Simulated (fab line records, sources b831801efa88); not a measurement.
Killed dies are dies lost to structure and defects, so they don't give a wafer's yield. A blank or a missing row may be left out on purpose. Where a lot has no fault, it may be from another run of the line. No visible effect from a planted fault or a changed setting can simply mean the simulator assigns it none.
fab line records | flow sky130
record lots=6 wafers=18 last-day=50
route steps=708 shown VIA2@525 METAL3@532 CAPM@537 PAD_OPEN@708
lots with no fault: from the same line, run without faults
start-h: the number of hours between the record's first day and the start of the first shown wafer of the lot | wait-h: hours elapsed since this lot's preceding step | " as in the row above | L1.1+2: several wafers, shown together as one row | - no value present, or no start provided | * or withheld: withheld | < > ~ a bound
route shown NAME@n: names a module that has steps shown in the file, with the first one's number in the route | usual: mean and standard deviation over wafers with no fault | same: alike in all rows | chamber/n: place in a boat | sites: per-site readings | _std_site: the standard deviation of these | _edge_site: outer sites' mean less inner sites' | radius-mm: for every site, how far away it sits from the centre of the wafer | mask NAME#n: copy n | behind: the last tool/chamber to shape the wafer | hold: why the lot went on hold/how many hours it stayed there/how the hold came to an end | device: whichever transistor did not switch (one of n, p or np) | end of line: the tests these same wafers got at the end of their route | step lacking rows: just its recipe | killed: count of dies lost to structure and defects at first sort (not the wafer's yield) | map: a wafer's dies, marking killed ones x, the rest . and places with no die _
set.NAME: the setting that was run; set.NAME@STEP: the one run at that earlier step | model.NAME: the simulator's own value behind a step, which no gauge read
lots seen at some steps along the route; tables by step, rows by wafer
services: when a tool's chamber went out of use (start-h, in hours from the record's first day, below 0 if earlier), for how many hours, and the reason
## steps
# step SKY_VIA2_CLEAN_18
# recipe chemistry=IPA time-s=180 temp-c=25
# step SKY_VIA2_CLEAN_19
# recipe chemistry=O3/DIW dry=n2-spin
# step SKY_VIA2_SPUTTER_20
# recipe material=TiN target-thk-nm=20 chamber-pressure-pa=5 power-w=4000 time-s=80
# step SKY_VIA2_CVD_21
# recipe material=W target-thk-nm=420 time-s=126.4 temp-c=400 pressure-torr=40
# usual heater-power-w=893/100
# columns lot.wafer tool chamber start-h wait-h heater-power-w
L435.2 cvd-w-01 1 851.64 0.0 785
L435.4 " 0 " " 974
L435.5 " 1 " " 814
L437.2 cvd-w-02 1 870.39 0.0 1069
L437.5 " 1 " " 1076
L437.6 " 0 " " 776
L444.3 cvd-w-01 1 919.77 0.1 797
L444.4 " 0 " " 990
L444.6 " 1 " " 830
L445.1 cvd-w-01 1 925.01 0.0 814
L445.3 " 0 " " 974
L445.6 " 1 " " 811
L450.3 cvd-w-01 0 965.49 0.1 946
L450.4 " 1 " " 844
L450.5 " 1 " " 806
L457.2 cvd-w-02 1 1009.78 0.0 946
L457.4 " 1 " " 984
L457.5 " 0 " " 765
# step SKY_VIA2_RS_MEAS_22
# recipe thk-meas-gauge=four-point-probe reads=W_of_VIA2_CVD_21+TiN_of_VIA2_SPUTTER_20
# usual VIA2_W_RS=0.272/0.0041
# columns lot.wafer tool chamber start-h wait-h VIA2_W_RS[ohm/sq]
L435.2 film-metro-04 - 851.79 0.1 0.279
L435.4 " - " " 0.272
L435.5 " - " " 0.280
L437.2 film-metro-03 - 870.54 0.1 0.272
L437.5 " - " " 0.274
L437.6 " - " " 0.274
L444.3 film-metro-03 - 919.89 0.1 0.275
L444.4 " - " " 0.267
L444.6 " - " " 0.272
L445.1 film-metro-04 - 925.14 0.1 0.276
L445.3 " - " " 0.268
L445.6 " - " " 0.274
L450.3 film-metro-03 - 965.61 0.1 0.268
L450.4 " - " " 0.274
L450.5 " - " " 0.275
L457.2 film-metro-04 - 1009.93 0.1 0.278
L457.4 " - " " 0.276
L457.5 " - " " 0.275
# step SKY_VIA2_THK_MEAS_23
# recipe thk-meas-gauge=xrf reads=W_of_VIA2_CVD_21
# usual VIA2_W_THK=428/7.4
# columns lot.wafer tool chamber start-h wait-h VIA2_W_THK[nm]
L435.2 film-metro-04 - 851.90 0.1 417
L435.4 " - " " 425
L435.5 " - " " 418
L437.2 film-metro-03 - 870.65 0.1 431
L437.5 " - " " 430
L437.6 " - " " 433
L444.3 film-metro-03 - 919.99 0.1 420
L444.4 " - " " 430
L444.6 " - " " 426
L445.1 film-metro-04 - 925.26 0.1 431
L445.3 " - " " 440
L445.6 " - " " 430
L450.3 film-metro-03 - 965.71 0.1 432
L450.4 " - " " 422
L450.5 " - " " 420
L457.2 film-metro-04 - 1010.04 0.1 424
L457.4 " - " " 427
L457.5 " - " " 429
# step SKY_VIA2_CMP_24
# recipe stop-on=SiO2 t-overpolish-s=20 down-force-psi=3.5 platen-rpm=60 target-thk-nm=0 pad-velocity-m-s=0.94248
# usual motor-current-A=11.4/1 overpolish-run-s=20.001/0.0091 time-to-endpoint-s=100.8/2.9
# columns lot.wafer tool chamber start-h wait-h motor-current-A overpolish-run-s time-to-endpoint-s
L435.4 cmp-01 3 852.00 0.1 12.9 20.005 108.7
L435.2 " 1 " " 11.0 19.999 101.2
L435.5 " 3 " " 12.8 20.012 105.2
L437.2 cmp-01 1 870.70 0.0 11.3 20.019 99.5
L437.6 " 1 " " 11.4 19.998 97.5
L437.5 " 2 " " 10.7 19.991 96.6
L444.3 cmp-02 1 920.03 0.0 11.9 20.001 102.5
L444.4 " 3 " " 11.0 20.020 100.9
L444.6 " 2 " " 9.8 19.982 101.0
L445.1 cmp-01 3 925.60 0.3 12.6 19.999 101.7
L445.3 " 0 " " 11.0 19.989 99.0
L445.6 " 2 " " 11.0 20.003 94.6
L450.4 cmp-01 1 965.75 0.0 11.8 20.009 97.6
L450.3 " 3 " " 12.8 19.999 103.3
L450.5 " 1 " " 11.8 19.994 97.9
L457.2 cmp-01 3 1010.09 0.0 12.8 20.003 101.6
L457.4 " 0 " " 11.7 20.013 97.6
L457.5 " 3 " " 12.8 19.995 105.6
# step SKY_METAL3_SPUTTER_00
# recipe material=Ti target-thk-nm=15 power-w=3000 time-s=10 chamber-pressure-pa=0.4
# step SKY_METAL3_SPUTTER_01
# recipe material=TiN target-thk-nm=20 power-w=6500 time-s=16.7 chamber-pressure-pa=0.4
# usual throttle-valve-pct=30.2/0.89
# columns lot.wafer tool chamber start-h wait-h throttle-valve-pct
L435.2 pvd-sputter-03 - 852.28 0.0 29.7
L435.4 " - " " 29.8
L435.5 " - " " 29.9
L437.2 pvd-sputter-02 - 871.02 0.0 31.0
L437.5 " - " " 31.9
L437.6 " - " " 30.8
L444.3 pvd-sputter-01 - 920.35 0.0 30.4
L444.4 " - " " 30.3
L444.6 " - " " 30.4
L445.1 pvd-sputter-03 - 925.87 0.0 29.7
L445.3 " - " " 28.4
L445.6 " - " " 28.6
L450.3 pvd-sputter-01 - 966.07 0.0 30.4
L450.4 " - " " 30.4
L450.5 " - " " 30.9
L457.2 pvd-sputter-03 - 1010.41 0.0 29.9
L457.4 " - " " 29.5
L457.5 " - " " 29.8
# step SKY_METAL3_SPUTTER_02
# recipe material=AlCu target-thk-nm=735 power-w=10600 time-s=39.1 chamber-pressure-pa=0.4
# usual throttle-valve-pct=30.2/0.88
# columns lot.wafer tool chamber start-h wait-h throttle-valve-pct
L435.2 pvd-sputter-03 - 852.30 0.0 29.4
L435.4 " - " " 30.1
L435.5 " - " " 29.8
L437.2 pvd-sputter-02 - 871.05 0.0 30.6
L437.5 " - " " 32.1
L437.6 " - " " 30.2
L444.3 pvd-sputter-01 - 920.38 0.0 30.6
L444.4 " - " " 30.3
L444.6 " - " " 30.6
L445.1 pvd-sputter-03 - 925.90 0.0 29.7
L445.3 " - " " 28.4
L445.6 " - " " 28.3
L450.3 pvd-sputter-01 - 966.10 0.0 30.4
L450.4 " - " " 30.4
L450.5 " - " " 30.2
L457.2 pvd-sputter-03 - 1010.44 0.0 30.1
L457.4 " - " " 29.4
L457.5 " - " " 29.9
# step SKY_METAL3_SPUTTER_03
# recipe material=Ti target-thk-nm=5 power-w=3000 time-s=3.3 chamber-pressure-pa=0.4
# step SKY_METAL3_SPUTTER_04
# recipe material=TiN target-thk-nm=70 power-w=6500 time-s=58.3 chamber-pressure-pa=0.4
# step SKY_CAPM_CVD_00
# recipe material=SiO2 target-thk-nm=15.5 temp-c=400 time-s=withheld rf-w=450
# usual heater-power-w=726/100 rf-fwd-power-W=441.3/2.8
# columns lot.wafer tool chamber start-h wait-h heater-power-w rf-fwd-power-W model.SiO2_of_CAPM_CVD_00.thk-nm
L435.2 pecvd-01 1 852.41 0.0 793 436.2 15.38
L435.4 " 2 " " 583 444.2 15.53
L435.5 " 1 " " 816 437.3 15.78
L437.2 pecvd-02 2 871.15 0.0 590 442.1 15.66
L437.5 " 0 " " 799 439.8 15.86
L437.6 " 1 " " 783 438.0 15.7
L444.3 pecvd-02 1 920.50 0.0 719 510.8 16.05
L444.4 " 0 " " 717 513.0 16.37
L444.6 " 0 " " 738 512.2 16.18
L445.1 pecvd-02 1 926.00 0.0 729 509.6 16.25
L445.3 " 0 " " 782 508.8 16.39
L445.6 " 0 " " 773 509.1 16.66
L450.3 pecvd-01 2 966.21 0.0 692 442.7 15.62
L450.4 " 0 " " 554 442.4 15.58
L450.5 " 2 " " 682 444.6 15.67
L457.2 pecvd-03 2 1010.55 0.0 854 445.3 15.49
L457.4 " 0 " " 799 440.7 15.44
L457.5 " 0 " " 817 441.4 15.38
# step SKY_CAPM_THK_MEAS_01
# recipe reads=SiO2_of_CAPM_CVD_00
# usual CAPM_CVD_00_THK=15.53/0.21
# columns lot.wafer tool chamber start-h wait-h CAPM_CVD_00_THK[nm]
L435.2 film-metro-01 - 852.44 - 15.36
L435.4 " - " " 15.55
L435.5 " - " " 15.80
L437.2 film-metro-03 - 871.18 - 15.68
L437.5 " - " " 15.89
L437.6 " - " " 15.65
L444.3 film-metro-02 - 920.54 - 16.09
L444.4 " - " " 16.36
L444.6 " - " " 16.20
L445.1 film-metro-03 - 926.04 - 16.21
L445.3 " - " " 16.45
L445.6 " - " " 16.68
L450.3 film-metro-01 - 966.25 - 15.60
L450.4 " - " " 15.61
L450.5 " - " " 15.66
L457.2 film-metro-01 - 1010.59 - 15.47
L457.4 " - " " 15.46
L457.5 " - " " 15.36
# step SKY_CAPM_SPUTTER_02
# recipe material=TiN target-thk-nm=200 temp-c=300 power-w=6724 time-s=166.7 chamber-pressure-pa=0.4
# step SKY_CAPM_RS_MEAS_03
# recipe thk-meas-gauge=four-point-probe reads=TiN_of_CAPM_SPUTTER_02
# usual CAPM_TIN_RS=6.68/0.061
# columns lot.wafer tool chamber start-h wait-h CAPM_TIN_RS[ohm/sq]
L435.2 film-metro-02 - 852.62 0.1 6.73
L435.4 " - " " 6.68
L435.5 " - " " 6.68
L437.2 film-metro-02 - 871.36 0.1 6.69
L437.5 " - " " 6.59
L437.6 " - " " 6.62
L444.3 film-metro-03 - 920.73 0.1 6.79
L444.4 " - " " 6.84
L444.6 " - " " 6.77
L445.1 film-metro-02 - 926.21 0.1 6.64
L445.3 " - " " 6.63
L445.6 " - " " 6.63
L450.3 film-metro-01 - 966.44 0.1 6.60
L450.4 " - " " 6.70
L450.5 " - " " 6.63
L457.2 film-metro-02 - 1010.77 0.1 6.70
L457.4 " - " " 6.72
L457.5 " - " " 6.70
# step SKY_CAPM_THK_MEAS_04
# recipe thk-meas-gauge=xrf reads=TiN_of_CAPM_SPUTTER_02
# usual CAPM_TIN_THK=207.9/2.5
# columns lot.wafer tool chamber start-h wait-h CAPM_TIN_THK[nm]
L435.2 film-metro-02 - 852.73 0.1 204.7
L435.4 " - " " 206.9
L435.5 " - " " 206.8
L437.2 film-metro-02 - 871.47 0.1 206.4
L437.5 " - " " 210.6
L437.6 " - " " 209.0
L444.3 film-metro-03 - 920.83 0.1 205.6
L444.4 " - " " 204.7
L444.6 " - " " 206.3
L445.1 film-metro-02 - 926.33 0.1 207.5
L445.3 " - " " 208.9
L445.6 " - " " 207.7
L450.3 film-metro-01 - 966.54 0.1 211.3
L450.4 " - " " 208.3
L450.5 " - " " 209.8
L457.2 film-metro-02 - 1010.88 0.1 207.0
L457.4 " - " " 205.7
L457.5 " - " " 206.5
# step SKY_CAPM_DEHYDRATE_05
# recipe temp-c=200 time-s=60
# step SKY_CAPM_HMDS_06
# recipe prime-time-s=60 prime-temp-c=120
# step SKY_CAPM_COAT_07
# recipe resist=NOVOLAK spin-rpm=3000 resist-thk-nm=1140
# step SKY_CAPM_SOFTBAKE_08
# recipe temp-c=90 time-s=60 resist=NOVOLAK
# step SKY_CAPM_EXPOSE_09
# recipe mask-id=CAPM na=0.6 source-shape=conventional sigma-outer=0.6 polarization=unpolarized target-cd-nm=1000 dose-mj=159
# step SKY_CAPM_PEB_10
# recipe temp-c=withheld time-s=* resist=NOVOLAK
# step SKY_CAPM_DEVELOP_11
# recipe resist=NOVOLAK developer=TMAH develop-time-s=60 dev-temp-c=23
# step SKY_CAPM_OVL_MEAS_12
# usual CAPM_OVL=-0.6/1.6
# columns lot.wafer tool chamber start-h wait-h CAPM_OVL[nm]
L435.2 overlay-02 - 878.05 0.1 0.4
L435.4 " - " " 0.5
L435.5 " - " " -1.5
L437.2 overlay-02 - 896.50 0.1 -3.5
L437.5 " - " " -1.3
L437.6 " - " " -2.4
L444.3 overlay-02 - 943.33 0.1 -1.9
L444.4 " - " " -0.4
L444.6 " - " " -2.6
L445.1 overlay-02 - 950.00 0.1 -1.5
L445.3 " - " " -2.5
L445.6 " - " " -1.8
L450.3 overlay-02 - 989.41 0.1 -1.4
L450.4 " - " " -3.0
L450.5 " - " " -0.5
L457.2 overlay-01 - 1033.06 0.1 -1.4
L457.4 " - " " -0.5
L457.5 " - " " -0.3
# step SKY_CAPM_METAL_ETCH_13
# recipe target-depth-nm=220 stop-on=SiO2 chemistry=Cl2/BCl3 target=TiN pressure-mtorr=10 icp-w=900 bias-w=48.5 Cl2_flow_sccm=60 bcl3-flow-sccm=30 time-s=62.9
# usual drypump-motor-current-A=5.51/0.3 oes-product-au=0.959/0.006 throttle-valve-pct=21.888/0.01
# columns lot.wafer tool chamber start-h wait-h drypump-motor-current-A oes-product-au rf-hours-counter-h throttle-valve-pct
L435.2 rie-metal-04 1 878.08 0.0 6.08 0.953 16 21.864
L435.4 " 1 " " 6.07 0.959 - 21.874
L435.5 " 1 " " 6.06 0.962 - 21.894
L437.2 rie-metal-03 1 896.53 0.0 5.39 0.962 12 21.887
L437.5 " 0 " " 5.12 0.965 - 21.882
L437.6 " 1 " " 5.41 0.964 - 21.882
L444.3 rie-metal-02 1 943.38 0.0 5.33 0.952 - 21.895
L444.4 " 0 " " 5.33 0.950 - 21.898
L444.6 " 1 " " 5.35 0.950 - 21.894
L445.1 rie-metal-03 1 950.03 0.0 5.39 0.957 15 21.870
L445.3 " 1 " " 5.39 0.961 - 21.901
L445.6 " 0 " " 5.14 0.961 - 21.894
L450.3 rie-metal-02 0 989.46 0.0 5.35 0.965 - 21.882
L450.4 " 1 " " 5.37 0.962 - 21.889
L450.5 " 0 " " 5.32 0.960 - 21.874
L457.2 rie-metal-04 0 1033.09 0.0 5.72 0.956 14 21.873
L457.4 " 0 " " 5.70 0.957 - 21.880
L457.5 " 1 " " 6.09 0.958 - 21.885
# step SKY_CAPM_STRIP_14
# recipe chemistry=O2/N2 power-w=1400 pressure-mtorr=1500 platen-temp-c=withheld o2-flow-sccm=3000 n2-flow-sccm=300 overash-fraction=0.5
# step SKY_CAPM_STRIP_15
# recipe chemistry=post-etch-residue-remover time-s=1200 temp-c=72.5
# step SKY_CAPM_CLEAN_16
# recipe chemistry=IPA time-s=180 temp-c=25
# step SKY_CAPM_CLEAN_17
# recipe chemistry=O3/DIW dry=n2-spin
# step SKY_METAL3_DEHYDRATE_05
# recipe temp-c=200 time-s=60
# step SKY_METAL3_HMDS_06
# recipe prime-time-s=60 prime-temp-c=120
# step SKY_METAL3_COAT_07
# recipe resist=BARC temp-c=withheld time-s=withheld spin-rpm=3000 resist-thk-nm=60
# step SKY_METAL3_COAT_08
# recipe resist=KrF-thick spin-rpm=3000 resist-thk-nm=1140
# step SKY_METAL3_SOFTBAKE_09
# recipe temp-c=100 time-s=90 resist=KrF-thick
# step SKY_METAL3_EXPOSE_10
# recipe mask-id=MM3 na=0.68 source-shape=annular sigma-inner=0.4 sigma-outer=0.8 target-cd-nm=300 dose-mj=28
# step SKY_METAL3_PEB_11
# recipe peb-temp-c=withheld peb-time-s=withheld resist=KrF-thick
# step SKY_METAL3_DEVELOP_12
# recipe develop-time-s=60 resist=KrF-thick dev-temp-c=21
# step SKY_METAL3_CD_MEAS_13
# recipe target-cd-nm=300
# usual cd-nm=299.7/1.3
# columns lot.wafer tool chamber start-h wait-h cd-nm
L435.2 cd-sem-01 - 904.52 - 300.8
L435.4 " - " " 297.9
L435.5 " - " " 298.1
L437.2 cd-sem-01 - 921.84 - 298.8
L437.5 " - " " 298.1
L437.6 " - " " 299.0
L444.3 cd-sem-01 - 968.69 - 298.2
L444.4 " - " " 297.5
L444.6 " - " " 298.2
L445.1 cd-sem-02 - 974.05 - 300.2
L445.3 " - " " 302.1
L445.6 " - " " 301.4
L450.3 cd-sem-02 - 1012.44 - 300.3
L450.4 " - " " 300.3
L450.5 " - " " 301.0
L457.2 cd-sem-02 - 1055.97 - 298.0
L457.4 " - " " 298.9
L457.5 " - " " 299.8
# step SKY_METAL3_OVL_MEAS_14
# usual METAL3_OVL=1/5.1
# columns lot.wafer tool chamber start-h wait-h METAL3_OVL[nm]
L435.2 overlay-02 - 904.62 0.1 5
L435.4 " - " " 0
L435.5 " - " " 0
L437.2 overlay-01 - 921.95 0.1 5
L437.5 " - " " 3
L437.6 " - " " -5
L444.3 overlay-02 - 968.78 0.1 9
L444.4 " - " " 7
L444.6 " - " " 5
L445.1 overlay-02 - 974.17 0.1 -4
L445.3 " - " " -2
L445.6 " - " " -1
L450.3 overlay-02 - 1012.53 0.1 7
L450.4 " - " " 0
L450.5 " - " " 5
L457.2 overlay-01 - 1056.07 0.1 -1
L457.4 " - " " 0
L457.5 " - " " 7
# step SKY_METAL3_DESCUM_15
# recipe chemistry=O2 source-power-w=150 bias-power-w=0 pressure-mtorr=10 temp-c=40 time-s=8
# step SKY_METAL3_ETCH_16
# recipe chemistry=N2/H2 target=BARC ion-energy-ev=200 bias-w=100 pressure-mtorr=30 n2-flow-sccm=100 h2-flow-sccm=200 icp-w=500 stop-on=SiO2 time-s=85.5 target-depth-a=600
# step SKY_METAL3_ETCH_17
# recipe target=SiO2 stop-on=TiN chemistry=C4F8/O2/Ar source-w=1500 bias-w=1200 pressure-mtorr=40 c4f8-flow-sccm=withheld O2_flow_sccm=6 Ar_flow_sccm=300 time-s=3.9 target-depth-a=150
# usual oes-product-au=0.755/0.0067
# columns lot.wafer tool chamber start-h wait-h oes-product-au rf-hours-counter-h model.etch.depth-nm
L435.2 rie-diel-03 2 904.78 0.1 0.755 5 15.38
L435.4 " 0 " " 0.755 13 15.53
L435.5 " 1 " " 0.763 - 15.78
L437.2 rie-diel-01 2 922.11 0.1 0.749 22 15.66
L437.5 " 0 " " 0.760 - 15.86
L437.6 " 1 " " 0.761 - 15.7
L444.3 rie-diel-01 2 968.98 0.0 0.763 23 16.05
L444.4 " 3 " " 0.780 5 16.37
L444.6 " 1 " " 0.775 - 16.18
L445.1 rie-diel-01 1 974.33 0.1 0.770 8 16.25
L445.3 " 2 " " 0.779 23 16.39
L445.6 " 0 " " 0.786 - 16.66
L450.3 rie-diel-01 3 1012.68 0.0 0.760 6 15.62
L450.4 " 1 " " 0.761 9 15.58
L450.5 " 0 " " 0.754 - 15.67
L457.2 rie-diel-03 3 1056.24 0.1 0.759 9 15.49
L457.4 " 0 " " 0.744 - 15.44
L457.5 " 3 " " 0.752 - 15.38
# step SKY_PAD_OPEN_PROBE_99
# columns lot.wafer tool chamber start-h wait-h model.etest.cap-mim.bv-v model.etest.cap-mim.c-ff-um2
L435.5 prober-01 - 1081.82 0.2 13.62 2.299
L437.6 prober-01 - 1090.83 0.2 14.04 2.311
L444.3 prober-02 - 1133.36 0.2 14.32 2.25
L444.4 prober-02 - 1133.41 0.2 13.97 2.212
L444.6 prober-02 - 1133.51 0.2 14.4 2.259
L445.6 prober-01 - 1133.94 0.2 15.24 2.169
L450.3 prober-02 - 1168.93 0.2 13.65 2.306
L450.4 prober-02 - 1168.98 0.2 13.87 2.337
L450.5 prober-02 - 1169.03 0.2 14.21 2.306
L457.2 prober-01 - 1197.24 0.1 14.15 2.329
L457.4 prober-01 - 1197.34 0.2 13.79 2.36
L457.5 prober-01 - 1197.39 0.2 13.66 2.369
# killed by level:class
L435.5 CONTACT:geometric-particle:open=10 VIA2:geometric-particle:open=8 FIELD_ISO:geometric-particle:short=5 FIELD_ISO:geometric-particle:open=5 CONTACT:geometric-particle:short=5 VIA1:geometric-particle:open=4 VIA3:geometric-particle:short=3 POLY_GATE:geometric-particle:open=3
L437.6 VIA1:geometric-particle:open=10 FIELD_ISO:geometric-particle:open=7 CONTACT:geometric-particle:open=6 LI_CONTACT:geometric-particle:open=6 METAL1:geometric-particle:short=6 VIA3:geometric-particle:open=6 VIA2:geometric-particle:open=4 FIELD_ISO:geometric-particle:short=3
L444.3 VIA1:geometric-particle:open=13 VIA3:geometric-particle:open=12 CONTACT:geometric-particle:open=11 LOCAL_INTERCONNECT:geometric-particle:short=5 VIA1:geometric-particle:short=5 FIELD_ISO:geometric-particle:open=4 POLY_GATE:geometric-particle:short=4 CONTACT:geometric-particle:short=4
L444.4 VIA1:geometric-particle:open=11 VIA3:geometric-particle:open=8 VIA2:geometric-particle:open=7 CONTACT:geometric-particle:short=7 VIA2:geometric-particle:short=6 CONTACT:geometric-particle:open=5 METAL2:geometric-particle:short=5 FIELD_ISO:geometric-particle:short=4
L444.6 VIA2:geometric-particle:open=9 CONTACT:geometric-particle:open=9 LI_CONTACT:geometric-particle:open=7 VIA3:geometric-particle:open=7 METAL4:geometric-particle:short=5 LOCAL_INTERCONNECT:geometric-particle:short=5 VIA1:geometric-particle:open=5 CONTACT:geometric-particle:short=4
L450.3 VIA1:geometric-particle:open=10 LI_CONTACT:geometric-particle:open=7 METAL1:geometric-particle:short=7 POLY_GATE:geometric-particle:short=6 LOCAL_INTERCONNECT:geometric-particle:short=6 CONTACT:geometric-particle:open=5 VIA1:geometric-particle:short=5 METAL2:geometric-particle:short=5
L450.4 CONTACT:geometric-particle:open=15 VIA1:geometric-particle:open=12 VIA3:geometric-particle:open=9 METAL1:geometric-particle:short=8 VIA1:geometric-particle:short=5 POLY_GATE:geometric-particle:open=5 METAL2:geometric-particle:short=5 CONTACT:geometric-particle:short=5
L450.5 CONTACT:geometric-particle:open=9 METAL2:geometric-particle:short=8 VIA1:geometric-particle:open=8 VIA2:geometric-particle:open=7 VIA3:geometric-particle:open=6 CONTACT:geometric-particle:short=5 VIA2:geometric-particle:short=5 VIA1:geometric-particle:short=5
L457.2 CONTACT:geometric-particle:open=13 VIA3:geometric-particle:open=11 VIA1:geometric-particle:open=9 METAL2:geometric-particle:short=7 METAL1:geometric-particle:short=7 LI_CONTACT:geometric-particle:open=5 VIA2:geometric-particle:open=5 VIA3:geometric-particle:short=5
L457.4 VIA1:geometric-particle:open=15 CONTACT:geometric-particle:short=9 FIELD_ISO:geometric-particle:short=8 VIA3:geometric-particle:open=8 METAL1:geometric-particle:short=7 VIA2:geometric-particle:open=6 METAL2:geometric-particle:short=5 LI_CONTACT:geometric-particle:open=4
L457.5 CONTACT:geometric-particle:open=13 FIELD_ISO:geometric-particle:open=7 VIA1:geometric-particle:open=7 METAL1:geometric-particle:short=7 LI_CONTACT:geometric-particle:open=7 LOCAL_INTERCONNECT:geometric-particle:short=5 POLY_GATE:geometric-particle:short=4 METAL2:geometric-particle:short=4
## services
# columns tool chamber start-h hours kind
cvd-w-01 - 830.44 5.0 repair
rie-diel-01 - 841.35 0.4 repair
cvd-w-01 1 842.17 4.9 repair
cmp-01 - 843.55 3.4 repair
pecvd-01 0 864.04 21.0 repair
cvd-w-02 0 890.49 5.7 repair
rie-diel-01 1 892.57 3.4 repair
cvd-w-02 - 899.27 2.4 repair
cvd-w-02 - 904.00 14.0 pm
pecvd-02 2 905.73 20.6 repair
rie-metal-02 - 911.49 0.7 repair
cmp-01 - 920.84 4.0 pm
pvd-sputter-02 - 924.27 0.6 repair
pvd-sputter-02 - 928.96 2.4 repair
cmp-01 - 929.32 5.5 repair
rie-diel-01 2 932.46 9.6 repair
rie-diel-01 - 948.90 2.8 pm
cmp-01 - 961.95 1.5 repair
pecvd-02 1 964.14 3.4 repair
rie-diel-01 3 974.73 2.5 repair
cmp-01 - 977.06 7.3 pm
rie-diel-01 2 1012.72 1.4 repair
pecvd-02 - 1035.19 2.8 pm
rie-diel-01 0 1042.30 1.6 repair
## key
first-sign step=SKY_CAPM_CVD_00 reading=rf-fwd-power-W direction=up sigmas=25 usual=441.3 struck=510.6
effect step=SKY_CAPM_THK_MEAS_01 reading=CAPM_CVD_00_THK direction=up sigmas=3.9 usual=15.53 struck=16.33
effect step=SKY_METAL3_ETCH_17 reading=oes-product-au direction=up sigmas=3 usual=0.755 struck=0.776
model-effect step=SKY_CAPM_CVD_00 value=SiO2_of_CAPM_CVD_00.thk-nm without=15.61 struck=16.32
model-effect step=SKY_METAL3_ETCH_17 value=etch.depth-nm without=15.61 struck=16.32
model-effect step=SKY_PAD_OPEN_PROBE_99 value=etest.cap-mim.bv-v without=13.85 struck=14.48
met-at SKY_CAPM_CVD_00
struck-wafers L444.3,L444.4,L444.6,L445.1,L445.3,L445.6
sort-left-out L445.1,L445.3,L445.6
onset-between 871.15 920.50
fault kind=process-parameter-drift tool=pecvd-02 chamber=- onset-h=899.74 steps=SKY_CAPM_CVD_00 channel=rf-w offset=72 shape=step end-h=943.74 acts-in=these-recipes-only stated=450
# sort-left-out: the simulated sort isn't trusted on such a fault, so these wafers' sort isn't shown, and their yield isn't known
